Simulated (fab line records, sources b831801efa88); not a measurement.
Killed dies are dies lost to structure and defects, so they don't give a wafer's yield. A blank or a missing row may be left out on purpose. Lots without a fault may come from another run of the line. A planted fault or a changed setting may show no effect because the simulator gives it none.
Chamber matching | flow sfq_line | SFQ_TRILAYER_I0_CMP_CMP_028 on cmp-02: 4 sister chambers
The step polishes SiO2. 7 wafers are shown with their chamber, then 7 later ones without.

WAFERS WITH THEIR CHAMBER
wafer  | chamber | motor_current_A (A) | time_to_endpoint_s (s)
L597.6 | 0       | 11.4                | 214
L600.5 | 2       | 9.8                 | 230
L602.1 | 2       | 9.6                 | 229
L602.4 | 3       | 10.3                | 220
L602.2 | 1       | 9.1                 | 230
L609.3 | 1       | 9.1                 | 214
L609.4 | 3       | 10.3                | 219

WAFERS WITHOUT THEIR CHAMBER
wafer  | motor_current_A (A) | time_to_endpoint_s (s)
L609.6 | 8.3                 | 215
L611.1 | 8.6                 | 216
L611.5 | 9.7                 | 210
L611.6 | 9.7                 | 221
L617.2 | 9.9                 | 197
L617.4 | 9.5                 | 217
L617.5 | 10.5                | 209

WHICH CHAMBER EACH WENT THROUGH
wafer  | from the rows above     | in truth
L609.6 | 1                       | 1
L611.1 | 1                       | 1
L611.5 | 2                       | 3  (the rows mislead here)
L611.6 | 2                       | 2
L617.2 | can't be placed: 2 or 3 | 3
L617.4 | can't be placed: 2 or 1 | 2
L617.5 | 3                       | 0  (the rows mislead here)
Placed correctly: 3 of 7. Can't be placed from these rows: 2 (the true chamber is among the candidates in 2). Placed wrongly: 2.
How it was worked out, from the rows above alone: a wafer's distance from a chamber is the root of the sum, over the readings, of the square of ((its reading less the chamber's mean) divided by the reading's scatter). The wafer belongs to the nearest chamber; if the next one is less than 2 further off, it can't be placed. A chamber's mean is the mean of its shown wafers. The scatter: the root of (the sum of the squares of (reading less its chamber's mean) over the shown wafers, divided by (wafers less chambers)).
